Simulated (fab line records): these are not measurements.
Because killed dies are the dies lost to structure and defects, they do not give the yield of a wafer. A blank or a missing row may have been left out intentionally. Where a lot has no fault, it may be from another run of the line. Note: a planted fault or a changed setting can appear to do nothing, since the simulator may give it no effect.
fab line records	flow gf180mcu
[record] lots = 14	wafers = 42	last_day = 34
route steps=602 shown V4@481 M5@536 V5@543
lots untouched by any fault: they come from a run of this same line in which no faults occurred
start_h: the number of hours between the record's first day and the start of the first shown wafer of the lot	wait_h: time in hours since the lot's previous step	" repeats the value in the row above	L1.1+2: several wafers, shown together as one row	- either no value or no given start	* or withheld: withheld	< > ~ a bound
route shown NAME@n: names a module that has steps shown in the file, with the first one's number in the route	usual: mean and standard deviation over wafers with no fault	same: alike in all rows	chamber/n: place in a boat	sites: readings site by site	_std_site: standard deviation across them	_edge_site: outer sites' mean less inner sites'	radius_mm: for every site, how far away it sits from the centre of the wafer	mask NAME#n: copy n	behind: the most recent tool/chamber to have shaped the wafer	hold: the reason the lot was held/the length of the hold in hours/how it ended	device: transistor that didn't switch, given as n, p or np	end of line: at the end of the route, the tests of the same wafers	step lacking rows: just its recipe	killed: not the wafer's yield, but the dies lost to structure and defects at the first sort	map: a wafer's dies, marking killed ones x, the rest . and places with no die _
set.NAME: the setting that was run; set.NAME@STEP: the one run at that earlier step	model.NAME: the simulator's own value behind a step, which no gauge read
the route's steps for a sample of lots (tables are steps, rows are wafers)
services: from which hour (start_h, from the record's first day; less than 0 if before it) a tool's chamber was out of use, for how many hours, and why
[[steps]]
[step GF_V4_BOW_MEAS_05]
[recipe] mode = bow
[usual] V4_BOW = 135/7.9
lot.wafer	tool	chamber	start_h	wait_h	V4_BOW[um]
L266.1	film_metro-04	-	574.67	0.1	132
L266.2	"	-	"	"	128
L266.6	"	-	"	"	135
L268.3	film_metro-04	-	575.67	0.3	152
L268.4	"	-	"	"	152
L268.6	"	-	"	"	127
L269.1	film_metro-04	-	590.81	0.2	128
L269.2	"	-	"	"	117
L269.6	"	-	"	"	134
L275.2	film_metro-04	-	639.05	0.3	121
L275.5	"	-	"	"	131
L275.6	"	-	"	"	136
L276.1	film_metro-04	-	653.27	0.2	133
L276.4	"	-	"	"	142
L276.6	"	-	"	"	118
L277.2	film_metro-04	-	656.04	0.2	137
L277.4	"	-	"	"	133
L277.5	"	-	"	"	122
L278.1	film_metro-02	-	659.73	0.2	128
L278.2	"	-	"	"	129
L278.4	"	-	"	"	132
L279.3	film_metro-03	-	665.94	0.1	144
L279.4	"	-	"	"	132
L279.6	"	-	"	"	148
L281.2	film_metro-03	-	677.66	0.2	129
L281.4	"	-	"	"	139
L281.6	"	-	"	"	135
L282.2	film_metro-03	-	682.95	0.2	127
L282.5	"	-	"	"	143
L282.6	"	-	"	"	144
L283.1	film_metro-03	-	691.07	0.1	135
L283.5	"	-	"	"	131
L283.6	"	-	"	"	137
L284.1	film_metro-03	-	699.92	0.2	130
L284.2	"	-	"	"	137
L284.4	"	-	"	"	143
L285.1	film_metro-03	-	706.27	0.2	121
L285.3	"	-	"	"	126
L285.6	"	-	"	"	124
L286.2	film_metro-03	-	713.91	0.2	119
L286.3	"	-	"	"	132
L286.4	"	-	"	"	132
[step GF_V4_SPUTTER_22]
[recipe] material = TiN	target_thk_nm = 10	chamber_pressure_pa = 5	power_w = 4000	time_s = 40
[usual] cathode_dc_power_W = 4000.0/0.67	throttle_valve_pct = 30.4/0.98
lot.wafer	tool	chamber	start_h	wait_h	cathode_dc_power_W	throttle_valve_pct
L266.1	pvd_sputter-03	-	596.63	0.0	4000.5	30.8
L266.2	"	-	"	"	3999.9	29.6
L266.6	"	-	"	"	3999.6	28.7
L268.3	pvd_sputter-03	-	597.75	0.0	3999.0	31.3
L268.4	"	-	"	"	4001.9	29.8
L268.6	"	-	"	"	4000.2	31.2
L269.1	pvd_sputter-04	-	612.15	0.0	4000.2	29.9
L269.2	"	-	"	"	3999.7	28.9
L269.6	"	-	"	"	4000.4	30.0
L275.2	pvd_sputter-01	-	659.74	0.0	4000.6	31.4
L275.5	"	-	"	"	3999.6	31.6
L275.6	"	-	"	"	4000.5	30.3
L276.1	pvd_sputter-03	-	673.23	0.0	4000.9	31.4
L276.4	"	-	"	"	3999.5	30.4
L276.6	"	-	"	"	4000.9	30.7
L277.2	pvd_sputter-01	-	676.40	0.0	4000.2	30.3
L277.4	"	-	"	"	4000.0	30.6
L277.5	"	-	"	"	3999.5	31.9
L278.1	pvd_sputter-03	-	679.93	0.0	3999.8	31.3
L278.2	"	-	"	"	4000.0	30.6
L278.4	"	-	"	"	4000.1	29.4
L279.3	pvd_sputter-01	-	685.78	0.0	3999.7	30.1
L279.4	"	-	"	"	3999.4	30.2
L279.6	"	-	"	"	3999.6	30.7
L281.2	pvd_sputter-04	-	697.54	0.0	4000.6	31.8
L281.4	"	-	"	"	3998.9	28.5
L281.6	"	-	"	"	3999.8	31.9
L282.2	pvd_sputter-04	-	703.18	0.0	3999.2	31.5
L282.5	"	-	"	"	3999.7	28.8
L282.6	"	-	"	"	4000.7	31.8
L283.1	pvd_sputter-04	-	710.40	0.0	3999.9	31.7
L283.5	"	-	"	"	4000.2	31.7
L283.6	"	-	"	"	4000.0	28.9
L284.1	pvd_sputter-04	-	718.88	0.0	4000.5	28.6
L284.2	"	-	"	"	4000.3	31.6
L284.4	"	-	"	"	3999.9	28.5
L285.1	pvd_sputter-04	-	725.08	0.0	3999.5	28.7
L285.3	"	-	"	"	4000.5	29.9
L285.6	"	-	"	"	4000.7	28.7
L286.2	pvd_sputter-03	-	733.28	0.0	3999.3	28.7
L286.3	"	-	"	"	4001.1	29.6
L286.4	"	-	"	"	4000.0	31.5
[step GF_M5_METAL_ETCH_10]
[recipe] chemistry = Cl2/BCl3	mask_material = KrF	target_depth_nm = 627.5	stop_on = SiO2	pressure_mtorr = 8	icp_w = 800	bias_w = 140	Cl2_flow_sccm = 80	bcl3_flow_sccm = 40	time_s = 104.6
[usual] bcl3_flow_sccm = 40.00/0.13	bias_w = 140.0/0.37	chamber_pressure_mTorr = 8.001/0.0071	drypump_motor_current_A = 5.7/0.39	oes_product_au = 0.971/0.007	throttle_valve_pct = 28.252/0.011
lot.wafer	tool	chamber	start_h	wait_h	bcl3_flow_sccm	bias_w	chamber_pressure_mTorr	drypump_motor_current_A	oes_product_au	rf_hours_counter_h	throttle_valve_pct
L266.1	rie_metal-02	1	639.61	0.0	-	-	-	-	-	-	-
L266.2	"	0	"	"	-	-	-	-	-	-	-
L266.6	"	1	"	"	-	-	-	-	-	-	-
L268.3	rie_metal-03	1	639.90	0.1	-	-	-	-	-	-	-
L268.4	"	1	"	"	-	-	-	-	-	-	-
L268.6	"	1	"	"	-	-	-	-	-	-	-
L269.1	rie_metal-03	1	654.05	0.0	40.08	140.1	8.008	5.7	0.967	13	28.259
L269.2	"	0	"	"	39.96	140.3	8.003	5.7	0.967	0	28.275
L269.6	"	1	"	"	40.12	140.6	8.013	5.8	0.979	-	28.237
L275.2	rie_metal-01	1	698.78	0.0	40.02	140.2	7.988	5.1	0.969	2	28.240
L275.5	"	0	"	"	40.07	139.4	8.000	6.2	0.965	-	28.250
L275.6	"	1	"	"	39.86	140.2	8.011	5.0	0.968	-	28.262
L276.1	rie_metal-03	0	712.37	0.0	40.06	140.4	7.998	5.7	0.970	3	28.269
L276.4	"	1	"	"	40.06	139.9	8.008	5.7	0.973	-	28.232
L276.6	"	0	"	"	39.92	140.5	8.000	5.7	0.965	-	28.229
L277.2	rie_metal-01	1	714.80	0.0	39.92	139.7	8.017	5.0	0.975	3	28.255
L277.4	"	1	"	"	40.10	139.6	7.988	5.0	0.977	-	28.267
L277.5	"	0	"	"	40.03	139.8	7.998	6.2	0.965	-	28.247
L278.1	rie_metal-03	1	718.06	0.0	39.89	139.6	7.996	5.7	0.987	2	28.247
L278.2	"	0	"	"	39.95	139.5	8.003	5.8	0.970	3	28.246
L278.4	"	0	"	"	39.80	139.9	7.999	5.7	0.974	-	28.248
L279.3	rie_metal-01	0	723.11	0.0	39.98	140.0	7.994	6.2	0.973	-	28.240
L279.4	"	1	"	"	40.09	140.0	8.005	5.0	0.956	-	28.253
L279.6	"	1	"	"	40.29	140.1	7.997	5.0	0.969	-	28.269
L281.2	rie_metal-02	1	734.90	0.0	39.94	140.1	8.012	6.2	0.958	6	28.249
L281.4	"	0	"	"	39.94	140.0	7.991	5.7	0.969	-	28.256
L281.6	"	1	"	"	39.95	139.6	7.999	6.2	0.960	-	28.252
L282.2	rie_metal-02	0	741.09	0.0	40.01	140.4	7.994	5.7	0.973	-	28.263
L282.5	"	0	"	"	39.87	140.5	7.977	5.7	0.974	-	28.246
L282.6	"	0	"	"	40.14	140.2	8.004	5.7	0.976	-	28.266
L283.1	rie_metal-01	1	746.47	0.0	39.95	139.7	8.009	5.0	0.971	5	28.268
L283.5	"	1	"	"	40.19	139.8	8.010	5.0	0.970	-	28.248
L283.6	"	1	"	"	40.08	140.4	8.009	5.0	0.978	-	28.228
L284.1	rie_metal-03	0	755.32	0.0	40.07	140.1	8.009	5.7	0.963	5	28.265
L284.2	"	1	"	"	40.00	140.2	8.002	5.7	0.958	3	28.241
L284.4	"	0	"	"	39.85	139.5	8.004	5.7	0.955	-	28.266
L285.1	rie_metal-02	0	761.00	0.0	40.27	139.5	8.009	5.7	0.973	12	28.234
L285.3	"	0	"	"	40.12	139.6	7.992	5.7	0.979	-	28.237
L285.6	"	0	"	"	40.09	140.0	8.003	5.8	0.988	-	28.238
L286.2	rie_metal-02	0	768.31	0.0	40.06	140.2	8.011	5.7	0.970	-	28.260
L286.3	"	0	"	"	40.17	139.5	8.005	5.7	0.971	-	28.238
L286.4	"	0	"	"	40.27	139.9	7.993	5.7	0.976	-	28.254
[step GF_M5_STRIP_11]
[recipe] chemistry = O2/N2	power_w = 1400	pressure_mtorr = 1500	platen_temp_c = 250	o2_flow_sccm = 3000	n2_flow_sccm = 300	overash_fraction = 0.5
[usual] chamber_pressure_mTorr = 1499.9/1.3	drypump_motor_current_A = 5.5/0.44	heater_power_w = 321/12	oes_product_au = 0.543/0.0047	strip_time_to_endpoint_s = 7.54/0.042
lot.wafer	tool	chamber	start_h	wait_h	chamber_pressure_mTorr	drypump_motor_current_A	heater_power_w	oes_product_au	rf_hours_counter_h	strip_time_to_endpoint_s
L266.1	plasma_asher-04	0	639.72	0.1	1500.3	5.5	326	0.640	98	9.95
L266.2	"	1	"	"	1498.5	4.8	301	0.642	98	9.97
L266.6	"	0	"	"	1499.8	5.5	326	0.649	-	9.96
L268.3	plasma_asher-04	1	640.08	0.1	1501.3	4.8	306	0.637	-	9.93
L268.4	"	0	"	"	1500.1	5.6	318	0.641	-	10.01
L268.6	"	0	"	"	1499.0	5.6	316	0.649	-	9.98
L269.1	plasma_asher-04	1	654.16	0.1	1500.5	4.8	316	0.543	99	7.52
L269.2	"	0	"	"	1500.3	5.5	325	0.549	99	7.57
L269.6	"	1	"	"	1497.7	4.8	309	0.543	-	7.54
L275.2	plasma_asher-04	0	698.92	0.1	1498.9	5.5	319	0.541	105	7.57
L275.5	"	1	"	"	1498.8	4.8	310	0.540	-	7.51
L275.6	"	0	"	"	1498.9	5.6	313	0.547	-	7.59
L276.1	plasma_asher-03	0	712.48	0.1	1499.1	6.1	318	0.544	89	7.51
L276.4	"	1	"	"	1500.1	5.5	336	0.536	-	7.46
L276.6	"	0	"	"	1500.4	6.1	323	0.540	-	7.50
L277.2	plasma_asher-04	1	714.95	0.1	1501.1	4.8	314	0.538	106	7.57
L277.4	"	0	"	"	1500.0	5.5	311	0.539	-	7.54
L277.5	"	1	"	"	1500.2	4.8	312	0.538	-	7.47
L278.1	plasma_asher-03	0	718.17	0.1	1498.7	6.1	323	0.542	90	7.55
L278.2	"	1	"	"	1500.2	5.5	339	0.541	90	7.53
L278.4	"	1	"	"	1500.5	5.5	338	0.543	-	7.55
L279.3	plasma_asher-03	1	723.22	0.1	1499.1	5.5	342	0.542	-	7.44
L279.4	"	0	"	"	1499.3	6.1	323	0.548	-	7.59
L279.6	"	1	"	"	1500.3	5.5	348	0.539	-	7.59
L281.2	plasma_asher-03	0	735.01	0.1	1498.7	6.0	310	0.539	92	7.47
L281.4	"	0	"	"	1502.4	6.1	322	0.539	-	7.49
L281.6	"	0	"	"	1501.3	6.0	322	0.545	-	7.50
L282.2	plasma_asher-02	1	741.28	0.1	1501.0	6.0	321	0.544	67	7.51
L282.5	"	0	"	"	1502.3	5.4	320	0.543	-	7.52
L282.6	"	1	"	"	1499.3	6.0	314	0.551	-	7.50
L283.1	plasma_asher-03	0	746.70	0.2	1497.5	6.1	327	0.547	93	7.61
L283.5	"	1	"	"	1498.8	5.5	345	0.548	-	7.65
L283.6	"	0	"	"	1500.4	6.1	327	0.547	-	7.59
L284.1	plasma_asher-04	0	755.44	0.1	1500.1	5.5	322	0.543	1	7.53
L284.2	"	1	"	"	1498.7	4.8	303	0.544	1	7.54
L284.4	"	0	"	"	1500.8	5.6	309	0.545	-	7.52
L285.1	plasma_asher-02	1	761.23	0.2	1500.5	6.0	310	0.550	69	7.49
L285.3	"	1	"	"	1500.1	6.0	316	0.544	-	7.53
L285.6	"	1	"	"	1503.1	6.0	311	0.545	-	7.54
L286.2	plasma_asher-02	0	768.50	0.1	1498.9	5.4	320	0.548	70	7.57
L286.3	"	0	"	"	1498.0	5.4	323	0.543	-	7.56
L286.4	"	1	"	"	1500.1	6.0	314	0.537	-	7.50
[step GF_V5_THK_MEAS_03]
[recipe] reads = SiO2_of_V5_CVD_02
[usual] V5_CVD_02_THK = 1455/21
lot.wafer	tool	chamber	start_h	wait_h	V5_CVD_02_THK[nm]
L269.1	film_metro-01	-	654.91	0.1	1451
L269.2	"	-	"	"	1455
L269.6	"	-	"	"	1493
L275.2	film_metro-01	-	699.68	0.1	1445
L275.5	"	-	"	"	1483
L275.6	"	-	"	"	1487
L276.1	film_metro-04	-	713.32	0.1	1441
L276.4	"	-	"	"	1451
L276.6	"	-	"	"	1490
L277.2	film_metro-01	-	715.71	0.1	1423
L277.4	"	-	"	"	1451
L277.5	"	-	"	"	1451
L278.1	film_metro-03	-	719.35	0.1	1426
L278.2	"	-	"	"	1447
L278.4	"	-	"	"	1456
L279.3	film_metro-03	-	723.96	0.1	1417
L279.4	"	-	"	"	1447
L279.6	"	-	"	"	1466
L281.2	film_metro-04	-	735.83	0.1	1435
L281.4	"	-	"	"	1471
L281.6	"	-	"	"	1445
L282.2	film_metro-03	-	742.10	0.1	1431
L282.5	"	-	"	"	1493
L282.6	"	-	"	"	1437
L283.1	film_metro-04	-	747.44	0.1	1440
L283.5	"	-	"	"	1482
L283.6	"	-	"	"	1522
L284.1	film_metro-01	-	756.19	0.1	1438
L284.2	"	-	"	"	1411
L284.4	"	-	"	"	1459
L285.1	film_metro-03	-	762.01	0.1	1454
L285.3	"	-	"	"	1427
L285.6	"	-	"	"	1453
L286.2	film_metro-04	-	769.26	0.1	1458
L286.3	"	-	"	"	1454
L286.4	"	-	"	"	1491
[[services]]
tool	chamber	start_h	hours	kind
pvd_sputter-04	0	581.38	-	consumable_replace:kit
pvd_sputter-04	0	581.38	18.0	scheduled_down
pvd_sputter-04	0	581.38	18.0	vent_cycle
plasma_asher-03	-	595.57	2.8	pm
rie_metal-02	-	599.28	0.2	repair
rie_metal-01	0	604.34	2.3	repair
pvd_sputter-03	-	609.95	7.4	repair
pvd_sputter-03	-	614.79	6.3	repair
plasma_asher-02	-	654.20	14.6	pm
pvd_sputter-03	-	659.16	2.1	repair
rie_metal-02	-	676.41	0.4	repair
plasma_asher-03	-	688.70	4.1	repair
pvd_sputter-03	-	696.49	2.0	repair
rie_metal-01	0	699.67	2.9	repair
pvd_sputter-04	3	707.41	-	consumable_replace:kit
pvd_sputter-04	3	707.41	18.0	scheduled_down
pvd_sputter-04	3	707.41	18.0	vent_cycle
plasma_asher-03	-	708.34	1.6	repair
pvd_sputter-04	-	713.63	0.9	repair
plasma_asher-04	-	733.75	9.0	pm
plasma_asher-04	0	733.75	9.0	vent_cycle
rie_metal-02	0	737.84	2.3	repair
rie_metal-02	1	738.67	52.4	repair
rie_metal-02	-	746.39	14.6	pm
[[key]]
[first_sign] step = GF_M5_METAL_ETCH_10	reading = tool_record	direction = missing
[effect] step = GF_M5_STRIP_11	reading = strip_time_to_endpoint_s	direction = up	sigmas = 57	usual = *	struck = *
met_at GF_M5_METAL_ETCH_10
struck_lots L266,L268
later_rows_left_out L266.1,L266.2,L266.6,L268.3,L268.4,L268.6
sort_left_out L266.1,L266.2,L266.6,L268.3,L268.4,L268.6
not_acting_at GF_V4_BOW_MEAS_05,GF_V4_SPUTTER_22,GF_V5_THK_MEAS_03
[fault] kind = skipped_step_whole	tool = rie_metal-02,rie_metal-03	chamber = -	onset_h = 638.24	steps = GF_M5_METAL_ETCH_10	scope = struck_lots_only
// sort_left_out: the simulated sort isn't trusted on such a fault, so these wafers' sort isn't shown, and their yield isn't known
// later_rows_left_out: the simulator's readings of these wafers behind a module that went badly wrong aren't trusted and aren't shown, but for the sort
